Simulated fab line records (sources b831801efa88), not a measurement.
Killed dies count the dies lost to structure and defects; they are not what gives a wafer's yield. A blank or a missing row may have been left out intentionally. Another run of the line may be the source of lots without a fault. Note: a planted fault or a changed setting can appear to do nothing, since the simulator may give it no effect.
Shared-tool check ; flow sky130 ; 54 wafers sampled across 15 lots

== WHAT PROMPTED THE OPENING ==
3 of 15 lots carry a flag on the reading METAL2_ALCU_THK at SKY_METAL2_THK_MEAS_06. Fault-free wafers read 253 nm, with a standard deviation of 3.2.
Rule: a lot is flagged in two cases, either no wafer of it has a number, or all its wafers with numbers fall more than 4 standard deviations from that mean. As for the other lots, they are considered sound.

lot;measured;on;METAL2_ALCU_THK (nm), wafer by wafer;flag
L425;day 34 01:20;film_metro-04;252 251 250;
L426;day 34 12:03;film_metro-01;249 250 252;
L427;day 34 21:37;film_metro-02;254 252 249;
L428;day 34 22:46;film_metro-01;249 249 247;
L430;day 36 06:19;film_metro-02;253 258 257;
L432;day 36 19:05;film_metro-02;256 257 255;
L434;day 37 17:09;film_metro-02;248 250 251;
L440;day 39 06:45;film_metro-04;255 257 257;
L441;day 39 12:33;film_metro-01;289 288 285 289 286 284;FLAGGED
L442;day 39 19:20;film_metro-02;292 290 287 290 291 289;FLAGGED
L443;day 40 09:41;film_metro-02;296 293 290 296 291 289;FLAGGED
L444;day 40 10:00;film_metro-01;251 253 252;
L445;day 40 11:04;film_metro-01;248 251 250;
L446;day 40 17:21;film_metro-01;253 250 252;
L447;day 41 05:21;film_metro-04;255 257 255;
The numbers of the flagged lots are 290 nm on average: +37 nm against the usual, or +11 standard deviations.

== EACH LOT AND THE TOOL IT RAN ON ==
The record holds 3 process steps before the reading, out of a route of 708 steps. Cell contents, in order: the tool; ch with the chambers the sampled wafers went through; the start.
lot;flag;SKY_VIA1_ETCH_14;SKY_METAL2_SPUTTER_01;SKY_METAL2_SPUTTER_04
L425;;rie_diel-04 ch 0,3, day 33 23:44;pvd_sputter-04, day 34 01:05;pvd_sputter-04, day 34 01:09
L426;;rie_diel-02 ch 0,1,2, day 34 10:29;pvd_sputter-04, day 34 11:49;pvd_sputter-04, day 34 11:53
L427;;rie_diel-04 ch 0,2,3, day 34 20:02;pvd_sputter-01, day 34 21:23;pvd_sputter-01, day 34 21:27
L428;;rie_diel-01 ch 2,3, day 34 21:11;pvd_sputter-03, day 34 22:31;pvd_sputter-03, day 34 22:35
L430;;rie_diel-01 ch 0,1,3, day 36 04:44;pvd_sputter-01, day 36 06:04;pvd_sputter-01, day 36 06:08
L432;;rie_diel-04 ch 0,2,3, day 36 17:29;pvd_sputter-04, day 36 18:50;pvd_sputter-04, day 36 18:54
L434;;rie_diel-02 ch 0,2, day 37 15:32;pvd_sputter-04, day 37 16:55;pvd_sputter-04, day 37 16:59
L440;;rie_diel-04 ch 0,1, day 39 03:20;pvd_sputter-03, day 39 06:31;pvd_sputter-03, day 39 06:34
L441;FLAGGED;rie_diel-02 ch 0,2,3, day 39 08:14;pvd_sputter-03, day 39 09:37;pvd_sputter-03, day 39 09:41
L442;FLAGGED;rie_diel-01 ch 0,2,3, day 39 16:05;pvd_sputter-01, day 39 17:32;pvd_sputter-01, day 39 17:36
L443;FLAGGED;rie_diel-02 ch 0,2, day 40 06:32;pvd_sputter-03, day 40 07:59;pvd_sputter-03, day 40 08:02
L444;;rie_diel-01 ch 2,3, day 40 08:08;pvd_sputter-01, day 40 09:44;pvd_sputter-01, day 40 09:48
L445;;rie_diel-04 ch 2,3, day 40 09:19;pvd_sputter-04, day 40 10:50;pvd_sputter-04, day 40 10:54
L446;;rie_diel-01 ch 1,2,3, day 40 15:20;pvd_sputter-01, day 40 17:07;pvd_sputter-01, day 40 17:10
L447;;rie_diel-02 ch 0,2,3, day 41 03:28;pvd_sputter-03, day 41 05:07;pvd_sputter-03, day 41 05:11
What is done by these steps:
- SKY_VIA1_ETCH_14: etches BARC in N2/H2, stops on SiO2, time 45.9 s, target depth 60 nm.
- SKY_METAL2_SPUTTER_01: material TiN, target thk 20 nm, time 16.7 s.
- SKY_METAL2_SPUTTER_04: material TiN, target thk 70 nm, time 58.3 s.
- SKY_METAL2_THK_MEAS_06: measures by xrf.

== FLAGGED OVER TOTAL, TOOL BY TOOL (the gauges that took the reading come last) ==
step;tool;lots run;flagged;share of the flagged lots;sound lots run after its first flagged lot
SKY_VIA1_ETCH_14;rie_diel-01;5;1;some;2 (L444,L446)
SKY_VIA1_ETCH_14;rie_diel-02;5;2;some;1 (L447)
SKY_VIA1_ETCH_14;rie_diel-04;5;0;none;-
SKY_METAL2_SPUTTER_01;pvd_sputter-01;5;1;some;2 (L444,L446)
SKY_METAL2_SPUTTER_01;pvd_sputter-03;5;2;some;1 (L447)
SKY_METAL2_SPUTTER_01;pvd_sputter-04;5;0;none;-
SKY_METAL2_SPUTTER_04;pvd_sputter-01;5;1;some;2 (L444,L446)
SKY_METAL2_SPUTTER_04;pvd_sputter-03;5;2;some;1 (L447)
SKY_METAL2_SPUTTER_04;pvd_sputter-04;5;0;none;-
SKY_METAL2_THK_MEAS_06;film_metro-01;6;1;some;3 (L444,L445,L446)
SKY_METAL2_THK_MEAS_06;film_metro-02;6;2;some;0
SKY_METAL2_THK_MEAS_06;film_metro-04;3;0;none;-

== WHAT IS ALLOWED BY THE TABLE ==
No row of the table ran every flagged lot.

== WHAT THE SIMULATOR HAD PUT IN ==
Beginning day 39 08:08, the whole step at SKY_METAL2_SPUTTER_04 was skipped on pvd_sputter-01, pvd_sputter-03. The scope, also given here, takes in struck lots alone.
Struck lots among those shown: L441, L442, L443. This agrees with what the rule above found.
